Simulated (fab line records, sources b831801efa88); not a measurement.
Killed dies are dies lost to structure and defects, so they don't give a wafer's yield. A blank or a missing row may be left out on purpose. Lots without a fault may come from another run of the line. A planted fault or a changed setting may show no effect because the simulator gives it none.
fab line records | flow sfq_line
record lots=14 wafers=42 last_day=91
route steps=325 shown I3@134
lots that met no fault: from a run of the same line without faults
start_h: hours from the record's first day to the start of the lot's first wafer shown | wait_h: hours since the lot's step before | " the same as in the row above | L1.1+2: a row that stands for several wafers | - no value, or no start given | * or withheld: withheld | < > ~ a bound
route shown NAME@n: a module of which the file shows steps, and the number in the route of the first | usual: mean/standard deviation of fault-free wafers | same: alike in all rows | chamber/n: place in a boat | sites: the reading at each site | _std_site: their standard deviation | _edge_site: outer sites' mean less inner sites' | radius_mm: how far each site lies from the wafer's centre | mask NAME#n: copy n | behind: the tool/chamber that last shaped the wafer | hold: why the lot was held/for how many hours/how that ended | device: the transistor (n, p or np) that didn't switch | end of line: the same wafers' tests at the end of the route | a step without rows: its recipe alone | killed: dies lost to structure and defects at the first sort, not the wafer's yield | map: a wafer's dies, x killed, . not, _ none there
set.NAME: the setting as run; set.NAME@STEP: as run at that earlier step | model.NAME: the simulator's own value behind a step, which no gauge read
steps of the route over a sample of lots; a table a step, a row a wafer
services: from which hour (start_h, from the record's first day; less than 0 if before it) a tool's chamber was out of use, for how many hours, and why
## steps
# step SFQ_TRILAYER_I3_CMP_CMP_082
# recipe material=SiO2 down_force_psi=3 platen_rpm=60 pad_velocity_m_s=0.94248
# usual edge_zone_pressure_frac=0.999/0.0053 head_pressure_psi=3.000/0.0061 motor_current_A=10.4/1.2 time_to_endpoint_s=206/8.3
# columns lot.wafer tool chamber start_h wait_h edge_zone_pressure_frac head_pressure_psi motor_current_A time_to_endpoint_s
L121.4 cmp-02 3 888.65 20.0 0.998 3.004 11.2 210
L121.2 " 0 " " 0.998 2.994 9.5 204
L121.5 " 2 890.15 21.5 1.002 3.002 8.2 196
L122.1 cmp-02 0 891.15 20.4 0.995 2.994 9.9 204
L122.3 " 2 892.15 21.4 0.999 3.000 8.8 197
L122.2 " 3 " " 0.997 3.002 11.1 195
L123.1 cmp-02 2 900.15 20.1 1.002 3.003 8.7 196
L123.3 " 3 " " 0.998 2.994 11.3 198
L123.2 " 1 901.65 21.6 0.991 3.005 9.4 202
L124.1 cmp-02 1 903.65 19.7 0.988 2.997 9.8 205
L124.4 " 2 " " 0.987 3.006 8.3 206
L124.5 " 1 905.65 21.7 0.993 2.993 9.4 206
L125.1 cmp-01 1 910.09 22.1 0.997 2.995 9.8 212
L125.2 " 2 " " 0.999 3.008 11.0 213
L125.6 " 0 911.59 23.6 0.998 2.989 10.9 215
L127.2 cmp-01 1 931.59 15.6 0.992 3.002 8.8 216
L127.4 " 3 932.59 16.6 0.992 3.009 11.4 228
L127.5 " 0 " " 1.008 3.001 11.8 222
L129.4 cmp-01 0 955.09 10.6 0.996 2.989 11.2 211
L129.1 " 1 " " 0.997 3.013 9.7 208
L129.6 " 1 957.59 13.1 1.000 3.012 9.5 216
L130.3 cmp-01 2 961.09 5.5 0.999 3.003 11.3 211
L130.1 " 0 962.09 6.6 1.003 3.003 12.1 217
L130.5 " 2 963.09 7.5 0.994 3.000 11.5 204
L131.1 cmp-01 1 986.11 1.0 0.998 2.982 9.6 204
L131.5 " 3 987.11 2.0 1.001 2.993 11.1 219
L131.6 " 0 " " 1.007 3.007 12.0 224
L132.2 cmp-02 3 988.15 1.8 1.004 3.002 11.6 194
L132.1 " 0 " " 0.998 3.001 9.8 205
L132.5 " 1 " " 0.998 2.998 9.5 205
L137.4 cmp-02 3 1014.13 1.2 0.999 3.013 11.3 200
L137.2 " 1 1015.13 2.2 1.007 3.005 9.8 200
L137.6 " 2 " " 1.003 3.004 8.3 200
L138.3 cmp-02 0 1016.63 0.1 1.000 3.001 9.5 203
L138.2 " 1 " " 1.002 3.003 9.3 194
L138.4 " 2 " " 1.008 2.993 8.4 195
L143.2 cmp-02 2 1038.72 1.6 1.000 3.000 8.1 194
L143.3 " 3 " " 1.001 3.000 11.2 190
L143.5 " 1 1040.22 3.0 1.000 2.989 9.4 205
L144.1 cmp-01 2 1073.70 0.5 1.004 3.001 10.8 208
L144.6 " 1 1075.20 2.0 0.993 3.004 9.8 213
L144.5 " 2 " " 0.998 3.001 11.7 215
# step SFQ_TRILAYER_I3_METRO_MEASURE_083
# usual thk_nm=199.4/1.3
# columns lot.wafer tool chamber start_h wait_h thk_nm
L121.2 film_metro-01 - 891.47 0.3 201.2
L121.4 " - " " 198.3
L121.5 " - " " 199.2
L122.1 film_metro-01 - 894.27 0.1 199.2
L122.2 " - " " 197.9
L122.3 " - " " 196.3
L123.1 film_metro-03 - 903.27 0.1 196.7
L123.2 " - " " 199.2
L123.3 " - " " 197.8
L124.1 film_metro-01 - 906.27 0.1 198.5
L124.4 " - " " 198.1
L124.5 " - " " 198.2
L125.1 film_metro-03 - 912.21 0.1 199.8
L125.2 " - " " 200.1
L125.6 " - " " 198.7
L127.2 film_metro-04 - 934.41 0.3 200.6
L127.4 " - " " 201.7
L127.5 " - " " 199.9
L129.1 film_metro-03 - 958.21 0.1 200.6
L129.4 " - " " 199.5
L129.6 " - " " 199.2
L130.1 film_metro-01 - 964.21 0.1 180.4
L130.3 " - " " 199.6
L130.5 " - " " 198.9
L131.1 film_metro-01 - 988.23 0.1 198.8
L131.5 " - " " 201.6
L131.6 " - " " 179.6
L132.1 film_metro-03 - 990.27 0.1 199.9
L132.2 " - " " 198.3
L132.5 " - " " 198.9
L137.2 film_metro-01 - 1016.95 0.3 198.9
L137.4 " - " " 199.0
L137.6 " - " " 199.2
L138.2 film_metro-01 - 1019.95 0.3 198.7
L138.3 " - " " 200.1
L138.4 " - " " 198.8
L143.2 film_metro-04 - 1041.54 0.3 200.4
L143.3 " - " " 200.2
L143.5 " - " " 200.6
L144.1 film_metro-01 - 1076.32 0.1 199.3
L144.5 " - " " 200.2
L144.6 " - " " 201.0
# step SFQ_TRILAYER_I3_VIA_ETCH_VIA_ETCH_088
# recipe target=SiO2 stop_on=Nb mask_material=PR taper_deg=20 chemistry=CHF3 target_depth_nm=260 source_w=500 bias_w=80 pressure_mtorr=30 time_s=withheld
# usual drypump_motor_current_A=5.9/0.42 oes_product_au=0.854/0.0052 rf_fwd_power_W=498.2/1.6
# columns lot.wafer tool chamber start_h wait_h drypump_motor_current_A oes_product_au rf_fwd_power_W
L121.2 rie_diel-03 0 1018.04 0.0 6.4 0.855 498.2
L121.4 " 3 " " 5.8 0.851 499.3
L121.5 " 0 " " 6.4 0.854 498.8
L122.1 rie_diel-04 1 1021.64 0.0 6.0 0.857 499.6
L122.2 " 3 " " 5.3 0.848 499.3
L122.3 " 0 " " 6.0 0.851 498.7
L123.1 rie_diel-02 0 1036.29 0.0 5.0 0.841 498.5
L123.2 " 1 " " 5.7 0.851 495.3
L123.3 " 2 " " 6.5 0.853 498.2
L124.1 rie_diel-03 2 1039.89 0.0 5.4 0.844 498.5
L124.4 " 1 " " 6.0 0.849 498.6
L124.5 " 0 " " 6.5 0.858 500.3
L125.1 rie_diel-02 1 1044.69 0.0 5.7 0.854 498.3
L125.2 " 2 " " 6.5 0.853 498.8
L125.6 " 0 " " 5.1 0.854 499.2
L127.2 rie_diel-04 2 1060.29 0.0 6.0 0.852 494.6
L127.4 " 3 " " 5.4 0.861 498.7
L127.5 " 0 " " 6.0 0.853 497.1
L129.1 rie_diel-02 3 1086.69 0.0 6.1 0.863 498.7
L129.4 " 2 " " 6.5 0.858 497.1
L129.6 " 3 " " 6.1 0.844 499.4
L130.1 rie_diel-02 3 1096.29 0.0 6.0 0.808 495.7
L130.3 " 1 " " 5.7 0.847 497.5
L130.5 " 1 " " 5.7 0.846 496.9
L131.1 rie_diel-04 0 1127.49 0.0 6.0 0.855 497.6
L131.5 " 2 " " 6.0 0.856 497.4
L131.6 " 3 " " 5.3 0.813 497.8
L132.1 rie_diel-02 0 1128.69 0.0 5.1 0.850 499.8
L132.2 " 1 " " 5.7 0.848 498.1
L132.5 " 1 " " 5.7 0.862 497.2
L137.2 rie_diel-02 1 1159.80 0.0 5.7 0.858 496.7
L137.4 " 3 " " 6.1 0.850 497.8
L137.6 " 1 " " 5.7 0.852 497.4
L138.2 rie_diel-03 3 1163.40 0.0 5.8 0.851 499.0
L138.3 " 2 " " 5.4 0.849 497.7
L138.4 " 1 " " 6.0 0.851 496.6
L143.2 rie_diel-04 2 1186.20 0.0 6.0 0.862 500.3
L143.3 " 3 " " 5.4 0.848 498.7
L143.5 " 2 " " 6.0 0.854 496.0
L144.1 rie_diel-02 3 1221.85 0.0 6.1 0.857 495.0
L144.5 " 0 " " 5.1 0.853 501.2
L144.6 " 3 " " 6.1 0.861 497.2
## services
# columns tool chamber start_h hours kind
cmp-01 - 884.20 0.9 repair
cmp-01 - 918.09 4.0 pm
film_metro-01 - 953.48 0.8 pm
film_metro-01 - 956.89 0.6 pm
cmp-02 - 958.41 1.0 repair
film_metro-01 - 960.11 0.6 pm
cmp-01 - 970.29 1.6 repair
cmp-01 - 972.17 0.3 repair
rie_diel-02 3 991.28 4.3 repair
cmp-02 - 995.04 3.4 repair
cmp-02 - 999.57 0.7 repair
cmp-02 - 1027.19 4.0 pm
film_metro-01 - 1047.98 11.0 pm
cmp-02 - 1089.59 2.1 repair
cmp-02 - 1097.90 4.0 pm
rie_diel-02 - 1102.92 2.2 repair
cmp-02 - 1105.00 2.2 repair
rie_diel-02 1 1116.58 1.9 repair
cmp-02 - 1144.47 0.7 repair
cmp-02 - 1167.35 1.6 repair
rie_diel-02 - 1177.96 15.6 pm
film_metro-01 - 1198.48 1.9 pm
film_metro-01 - 1201.89 0.8 pm
film_metro-01 - 1205.11 0.4 pm
## key
first_sign step=SFQ_TRILAYER_I3_METRO_MEASURE_083 reading=thk_nm direction=down sigmas=15 usual=199.4 struck=180.0
effect step=SFQ_TRILAYER_I3_VIA_ETCH_VIA_ETCH_088 reading=oes_product_au direction=down sigmas=8.3 usual=0.854 struck=0.810
met_at SFQ_TRILAYER_I3_CMP_CMP_082
struck_lots L130,L131
struck_wafers L130.1,L131.6
onset_between 955.09 961.09
fault kind=process_parameter_drift tool=cmp-01 chamber=0 onset_h=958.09 steps=SFQ_TRILAYER_I3_CMP_CMP_082 channel=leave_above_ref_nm offset=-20 shape=step end_h=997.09 acts_in=these_recipes_only stated=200
